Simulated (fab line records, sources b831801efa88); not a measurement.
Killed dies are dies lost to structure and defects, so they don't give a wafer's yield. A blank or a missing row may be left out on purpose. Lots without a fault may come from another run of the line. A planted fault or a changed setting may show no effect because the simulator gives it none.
A struck lot beside a sound one | flow sky130 | 15 steps out of a route of 708
Sound: wafers L208.2, L208.3, L208.6. Struck: wafers L206.1, L206.3, L206.4. The cause comes at the end.
At each step with rows: each side's tool, then ch and its chambers, then its first start. Under that, the readings that differ: sound wafers | struck wafers | difference of the means | sigmas: that difference in standard deviations of wafers without a fault.
alike: readings whose means differ by less than 2 such deviations, and words and numbers that are the same on both sides. not compared: withheld readings, readings that some wafer has no value for, bounds like >300 that may hide the same value, and numbers for which the record gives no deviation and whose values overlap.
The two part at a step that has a row with sigmas, a row that says differs or no value, or rows on one side only. Numbers that don't overlap but have no deviation are shown without sigmas and don't part them. A reading that every wafer of one side lacks parts them only if that side has two wafers or more.

SKY_VIA1_STRIP_16: strips in O2/N2.
  sound on plasma_asher-01 ch 1, day 39 19:37; struck on plasma_asher-02 ch 0,1, day 39 04:31
  alike: drypump_motor_current_A, oes_product_au, strip_time_to_endpoint_s
  not compared: rf_hours_counter_h
then, 4 steps without rows for these wafers: SKY_VIA1_STRIP_17 (strips in post etch residue remover, time 1200 s); SKY_VIA1_CLEAN_18 (cleans in IPA, time 180 s); SKY_VIA1_CLEAN_19 (cleans in O3/DIW); SKY_VIA1_SPUTTER_20 (material TiN, target thk 20 nm, time 80 s).
SKY_VIA1_CVD_21: deposits W, target thk 270 nm, time 80.902 s.
  sound on cvd_w-02 ch 0,1, day 39 20:20; struck on cvd_w-01 ch 0,1, day 39 05:13
  alike: heater_power_w
SKY_VIA1_RS_MEAS_22: measures by four-point-probe.
  sound on film_metro-02, day 39 20:26; struck on film_metro-02, day 39 05:18
  alike: VIA1_W_RS
SKY_VIA1_THK_MEAS_23: measures by xrf.
  sound on film_metro-02, day 39 20:33; struck on film_metro-02, day 39 05:25
  alike: VIA1_W_THK
then, 1 step without rows for these wafers: SKY_VIA1_CMP_24 (polishes, stops on SiO2, t overpolish 15 s, target thk 0 nm).
SKY_METAL2_SPUTTER_00: material Ti, target thk 15 nm, time 10 s.
  sound on pvd_sputter-03, day 39 20:54; struck on pvd_sputter-02, day 39 05:47
  reading                  | sound                | struck               | difference | sigmas
  chamber_pressure_pa (Pa) | 0.3988 0.4003 0.3990 | 0.4003 0.4006 0.4018 | +0.0015    | +2
  alike: cathode_dc_power_W, throttle_valve_pct
then, 1 step without rows for these wafers: SKY_METAL2_SPUTTER_01 (material TiN, target thk 20 nm, time 16.7 s).
SKY_METAL2_SPUTTER_02: material AlCu, target thk 250 nm, time 13.3 s.
  sound on pvd_sputter-03, day 39 20:57; struck on pvd_sputter-02, day 39 05:50
  alike: cathode_dc_power_W, chamber_pressure_pa, throttle_valve_pct
SKY_METAL2_SPUTTER_03: material Ti, target thk 5 nm, time 3.3 s.
  sound on pvd_sputter-03, day 39 20:58; struck on pvd_sputter-02, day 39 05:51
  no value came back on the struck wafers for cathode_dc_power_W (W), chamber_pressure_pa (Pa), throttle_valve_pct (%); on the sound wafers cathode_dc_power_W (W) reads 3000.2 2999.7 3000.1
SKY_METAL2_SPUTTER_04: material TiN, target thk 70 nm, time 58.3 s.
  sound on pvd_sputter-03, day 39 20:59; struck on pvd_sputter-02, day 39 05:52
  alike: cathode_dc_power_W, chamber_pressure_pa, throttle_valve_pct
-- the record jumps here: 10 days lie between the struck wafers' starts before and after (it left off in module METAL2 and takes up again in module PAD_OPEN, whose first step shown is number 708 of the route) --
SKY_PAD_OPEN_PROBE_99:
  sound on prober-01, day 50 03:36; struck on prober-01, day 49 17:33
  reading                       | sound                | struck               | difference | sigmas
  model.etest.via2_chain.rc_ohm | 10.67 10.71 10.21    | 12.44 11.78 12.68    | +1.77      |
  model.etest.met2.line_ohm_um  | 0.8864 0.894 0.884   | 0.8289 0.8496 0.8452 | -0.0469    |
  model.etest.met2.rs_ohm_sq    | 0.1283 0.1288 0.1292 | 0.1209 0.1217 0.1211 | -0.0075    |
  alike: defect_limited_yield, killed_at_M0_to_M3, killed_at_M4_up, killed_at_contacts, killed_at_front_end, killed_at_other, killed_dies, killed_open, killed_short, sort_bin_3_pad_short, sort_bin_5_function, sort_bin_6_memory, sort_n_pass, sort_yield_pct

WHERE THEY PART
First at SKY_METAL2_SPUTTER_00; last, within this record, at SKY_METAL2_SPUTTER_03. Later steps at which nothing parts them and some readings are alike: SKY_METAL2_SPUTTER_04, SKY_PAD_OPEN_PROBE_99.

WHY: what the simulator had put in
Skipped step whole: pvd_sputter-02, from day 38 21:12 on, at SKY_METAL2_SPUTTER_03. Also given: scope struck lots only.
